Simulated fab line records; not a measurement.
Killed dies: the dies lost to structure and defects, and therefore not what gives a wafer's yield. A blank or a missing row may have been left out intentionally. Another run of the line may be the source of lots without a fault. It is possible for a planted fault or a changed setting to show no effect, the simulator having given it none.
What tool caused it?	flow gf180mcu	at 1 step of a route of 602, 7 lots with 21 wafers sampled

## WHAT THE GAUGES SHOWED, per wafer
GF_STI_CD_MEAS_12 targets a cd of 220 nm.
lot	measured	on	cd-nm (nm)
L749	day 2 12:40	cd-sem-01	220.3 219.7 219.9
L752	day 3 02:05	cd-sem-01	219.3 219.3 219.6
L754	day 3 13:40	cd-sem-02	219.8 219.0 220.4
L756	day 3 18:49	cd-sem-01	219.8 220.2 219.0
L763	day 5 06:07	cd-sem-01	219.0 218.9 220.0
L766	day 5 22:59	cd-sem-02	218.7 219.0 218.3
L771	day 7 00:22	cd-sem-01	218.6 218.6 219.0

## EACH LOT AND THE TOOL THAT RAN IT (in order: tool; ch and the chambers of the sampled wafers; start)
The record holds no process step before these readings.

## THE ANSWER, worked out from the rows above alone
Rule: what is usual is taken from the lots themselves. Put in order of their means at a reading, lots are off if they are a third of the lots or fewer, leave a main group of 4 or more, and stand apart from it by a gap of 3 or more times the standard deviation of the main group's means; of several such gaps the widest counts. A main group whose means are all the same, to the digits that the tables above print for the reading, isn't used. Also off: a lot with no number at a reading for which 4 or more lots have one. The other lots that the step has rows for count as sound.
No lot is off at any reading shown: from this, nothing can be told.

## WHAT THE SIMULATOR PUT IN
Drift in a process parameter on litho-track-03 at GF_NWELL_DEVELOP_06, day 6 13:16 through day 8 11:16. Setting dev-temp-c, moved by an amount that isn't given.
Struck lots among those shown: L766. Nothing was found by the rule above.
